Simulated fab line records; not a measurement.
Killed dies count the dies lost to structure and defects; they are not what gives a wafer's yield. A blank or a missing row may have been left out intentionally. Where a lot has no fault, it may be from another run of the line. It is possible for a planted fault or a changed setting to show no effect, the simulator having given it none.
Which of the tools did it?    flow gf180mcu    Sampling: 12 lots, 36 wafers, 4 of 602 route steps

WHAT EACH GAUGE READ, for each wafer
GF_V2_THK_MEAS_01. Usual: V2_CVD_00_THK 598 nm, standard deviation 6.3.
lot   measured      on            V2_CVD_00_THK (nm)  flag
L913  day 19 21:11  filmMetro-03  595 596 589         
L914  day 20 17:14  filmMetro-02  591 583 591         
L915  day 21 03:02  filmMetro-03  593 597 597         
L916  day 21 11:56  filmMetro-03  600 597 598         
L918  day 21 19:04  filmMetro-04  594 594 587         
L920  day 22 16:43  filmMetro-03  597 599 599         
L921  day 23 02:56  filmMetro-04  601 594 598         
L922  day 23 14:26  filmMetro-04  593 601 595         
L924  day 23 22:02  filmMetro-02  592 586 597         
L923  day 24 10:49  filmMetro-02  601 611 610         
L930  day 25 21:31  filmMetro-04  596 601 600         
L933  day 26 14:20  filmMetro-04  601 592 598         

GF_V2_THK_MEAS_03. Usual: V2_CVD_02_THK 846 nm, standard deviation 11.
lot   measured      on            V2_CVD_02_THK (nm)  flag
L913  day 19 21:19  filmMetro-02  842 843 853         
L914  day 20 17:22  filmMetro-04  839 857 855         
L915  day 21 03:10  filmMetro-04  848 837 855         
L916  day 21 12:04  filmMetro-03  844 855 861         
L918  day 21 19:12  filmMetro-03  846 841 857         
L920  day 22 16:50  filmMetro-04  835 845 865         
L921  day 23 03:06  filmMetro-04  830 849 860         
L922  day 23 14:34  filmMetro-03  822 819 840         
L924  day 23 22:10  filmMetro-03  823 844 856         
L923  day 24 10:56  filmMetro-04  843 840 837         
L930  day 25 21:39  filmMetro-03  837 1318 858        OFF
L933  day 26 14:28  filmMetro-02  834 1284 857        OFF

TOOL THAT RAN EACH LOT (tool first, then ch and the chambers of the sampled wafers, then the start)
lot   GF_V1_STRIP_18                       GF_V2_CVD_02
L913  plasmaAsher-02 ch 0,1, day 18 16:25  pecvd-01 ch 0,1,2, day 19 21:14
L914  plasmaAsher-04 ch 0,1, day 19 14:31  pecvd-01 ch 0,1, day 20 17:17
L915  plasmaAsher-03 ch 0,1, day 19 23:41  pecvd-04 ch 0,1,2, day 21 03:05
L916  plasmaAsher-04 ch 0,1, day 20 09:34  pecvd-03 ch 0,1, day 21 12:00
L918  plasmaAsher-03 ch 0,1, day 20 16:43  pecvd-04 ch 0,2, day 21 19:07
L920  plasmaAsher-03 ch 0,1, day 21 15:34  pecvd-01 ch 0,1,2, day 22 16:46
L921  plasmaAsher-04 ch 1, day 22 01:25    pecvd-01 ch 0,2, day 23 03:00
L922  plasmaAsher-04 ch 0,1, day 22 13:05  pecvd-01 ch 0,2, day 23 14:30
L924  plasmaAsher-04 ch 0,1, day 22 20:43  pecvd-01 ch 0,1,2, day 23 22:05
L923  plasmaAsher-04 ch 0,1, day 23 10:46  pecvd-04 ch 0,1,2, day 24 10:52
L930  plasmaAsher-03 ch 0,1, day 24 22:13  pecvd-04 ch 0,1,2, day 25 21:35
L933  plasmaAsher-03 ch 0,1, day 25 15:34  pecvd-04 ch 0,1, day 26 14:23
- GF_V1_STRIP_18: strips in O2/N2.
- GF_V2_CVD_02: deposits SiO2 from TEOS, target thk 850 nm, time 94.851 s.

WHAT THE TOOLS THEMSELVES READ (means of the sampled wafers that have a number; where no wafer has one, the mark that the record gives instead)
GF_V1_STRIP_18. Usual: drypumpMotorCurrentA 5.7 A, standard deviation 0.46; heaterPowerW 363 W, standard deviation 31; oesProductAu 0.593 a.u., standard deviation 0.0049.
lot   tool            drypumpMotorCurrentA (A)  heaterPowerW (W)  oesProductAu (a.u.)  flag
L913  plasmaAsher-02  5.7                       338               0.594                
L914  plasmaAsher-04  5.5                       370               0.595                
L915  plasmaAsher-03  6.1                       363               0.599                
L916  plasmaAsher-04  5.2                       349               0.593                
L918  plasmaAsher-03  6.0                       391               0.592                
L920  plasmaAsher-03  6.0                       384               0.591                
L921  plasmaAsher-04  5.8                       381               0.586                
L922  plasmaAsher-04  5.5                       368               0.589                
L924  plasmaAsher-04  5.5                       366               0.594                
L923  plasmaAsher-04  5.5                       364               0.591                
L930  plasmaAsher-03  6.1                       359               0.585                
L933  plasmaAsher-03  6.0                       389               0.588                

GF_V2_CVD_02. Usual: heaterPowerOuterW 365 W, standard deviation 81; heaterPowerW 629 W, standard deviation 130.
lot   tool      heaterPowerOuterW (W)  heaterPowerW (W)  flag
L913  pecvd-01  354                    567               
L914  pecvd-01  326                    536               
L915  pecvd-04  411                    727               
L916  pecvd-03  410                    704               
L918  pecvd-04  400                    698               
L920  pecvd-01  331                    544               
L921  pecvd-01  364                    571               
L922  pecvd-01  330                    532               
L924  pecvd-01  337                    539               
L923  pecvd-04  472                    811               
L930  pecvd-04  389                    703               
L933  pecvd-04  533                    905               

THE ANSWER, worked out from the rows above alone
Rule: lot off if the mean of its wafers having a number is beyond 3 standard deviations from the usual mean. A lot without any number at a reading at which 4 lots or more have one is off too. Any other lot the step has rows for is counted as sound. Order of review: gauges by route order, followed by the tools' own readings, for which a lot's mean as printed above is used. At the first step where some lot is off, the reading lying furthest off is the one used; lots without a number count as furthest.
Off: L930, L933, seen at GF_V2_THK_MEAS_03 (V2_CVD_02_THK).
If a tool, at a process step before that reading, ran all the lots that are off and no sound lot after the first of them, it fits. The gauges at GF_V2_THK_MEAS_03 are tried like those tools. Undecided on this evidence; 2 tools fit (plasmaAsher-03 at GF_V1_STRIP_18, pecvd-04 at GF_V2_CVD_02).

WHAT THE SIMULATOR PUT IN
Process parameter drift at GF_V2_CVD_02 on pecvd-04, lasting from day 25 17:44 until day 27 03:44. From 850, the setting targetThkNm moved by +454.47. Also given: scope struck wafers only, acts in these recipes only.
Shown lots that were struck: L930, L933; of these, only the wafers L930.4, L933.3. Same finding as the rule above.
